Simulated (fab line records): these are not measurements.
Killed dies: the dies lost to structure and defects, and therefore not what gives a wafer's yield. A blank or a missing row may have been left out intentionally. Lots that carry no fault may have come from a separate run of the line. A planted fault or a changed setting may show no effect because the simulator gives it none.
Lot-split experiment -- flow gf180mcu -- 5 lots, 23 wafers read, on a route of 602 steps

== THE SPLIT ==
At GF_PASSIVATION_CVD_00 (deposits SiO2 from TEOS, target thk 1000 nm, time 111.95 s), the setting time-s was moved away from the recipe's 111.95 s on 8 of the 23 wafers read, by -6.6% to +5.3%. This setting was run at the recipe's value on the other wafers.

== SPLIT TO READING: what lies between them in the file, 1 step ==
- GF_PASSIVATION_THK_MEAS_01

== THE READING ==
oes-product-au, in a.u., at GF_PASSIVATION_ETCH_11 (etches the open film in CF4/O2, stops on TiN, target depth 1800 nm, time 400 s). On this fab line, fault-free wafers typically give 0.962 a.u. with a standard deviation of 0.0075 a.u.

wafer,"tool, chamber at the split","time-s as run, s",against the recipe,"oes-product-au, a.u.",against lot-mates on the recipe
L079.1,"pecvd-04, 0",111.95,recipe,0.951,-
L079.3,"pecvd-04, 1",111.95,recipe,0.965,-
L079.4,"pecvd-04, 1",111.95,recipe,0.971,-
L079.5,"pecvd-04, 0",111.95,recipe,0.970,-
L079.6,"pecvd-04, 2",111.95,recipe,0.968,-
L081.1,"pecvd-04, 1",107.4,-4.1%,0.941,-0.023
L081.2,"pecvd-04, 0",107.4,-4.1%,0.944,-0.020
L081.3,"pecvd-04, 2",111.95,recipe,0.960,-
L081.5,"pecvd-04, 2",111.95,recipe,0.969,-
L081.6,"pecvd-04, 0",107.4,-4.1%,0.949,-0.015
L080.1,"pecvd-04, 2",111.95,recipe,0.969,-
L080.2,"pecvd-04, 1",104.6,-6.6%,0.936,-0.032
L080.3,"pecvd-04, 0",104.6,-6.6%,0.941,-0.027
L080.4,"pecvd-04, 0",111.95,recipe,0.965,-
L080.5,"pecvd-04, 2",111.95,recipe,0.970,-
L082.1,"pecvd-03, 1",111.95,recipe,0.946,-
L082.2,"pecvd-03, 2",117.9,+5.3%,0.976,+0.022
L082.3,"pecvd-03, 0",117.9,+5.3%,0.974,+0.020
L082.4,"pecvd-03, 0",117.9,+5.3%,0.990,+0.036
L082.5,"pecvd-03, 1",111.95,recipe,0.963,-
L085.3,"pecvd-04, 0",111.95,recipe,0.955,-
L085.4,"pecvd-04, 1",111.95,recipe,0.964,-
L085.6,"pecvd-04, 2",111.95,recipe,0.968,-

FIT RESULTS
A straight line over all 23 wafers: oes-product-au changes by +0.00368 a.u. for each +1% of time-s; r = +0.86; the points scatter about the line by 0.0071 a.u.
The same after taking each lot's own level away (the mean of its wafers on the recipe; 23 wafers): +0.0047 a.u. for each +1%; r = +0.93; scatter 0.006 a.u.
That fit puts the effect of the largest move of time-s on the reading at 0.031 a.u.
From 0.9545 to 0.9680 a.u.: that is the span of the lots' own levels, equal to 1.8 times the standard deviation above.
So the slope is not independent of the lot-to-lot level: the two fits are not the same.
Check: with one of the wafers moved furthest among these (-6.6%) left out of the fit, the line predicts -0.0304 a.u. for it against its lot-mates. Against them it came out at -0.032 a.u.

== THE WHOLE CHAIN: every reading that the file lists as answering this split, in the file's order ==
step,what it does,reading,change (the file's fit),r (the file's)
GF_PASSIVATION_CVD_00,"deposits SiO2 from TEOS, target thk 1000 nm, time 111.95 s","SiO2_of_PASSIVATION_CVD_00.thk-nm (the simulator's own value, which no gauge read)",+10.3 nm for each +1% of the setting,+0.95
GF_PASSIVATION_THK_MEAS_01,,PASSIVATION_CVD_00_THK,+10.3 for each +1% of the setting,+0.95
GF_PASSIVATION_ETCH_11,"etches the open film in CF4/O2, stops on TiN, target depth 1800 nm, time 400 s",oes-product-au,+0.00464 a.u. for each +1% of the setting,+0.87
GF_PASSIVATION_ETCH_11,"etches the open film in CF4/O2, stops on TiN, target depth 1800 nm, time 400 s","PASSIVATION.feature-depth-nm (the simulator's own value, which no gauge read)",+11.1 nm for each +1% of the setting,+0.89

== FILE'S OWN FIT ==
oes-product-au changes by +0.00464 a.u. for each +1% of time-s, r = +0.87.
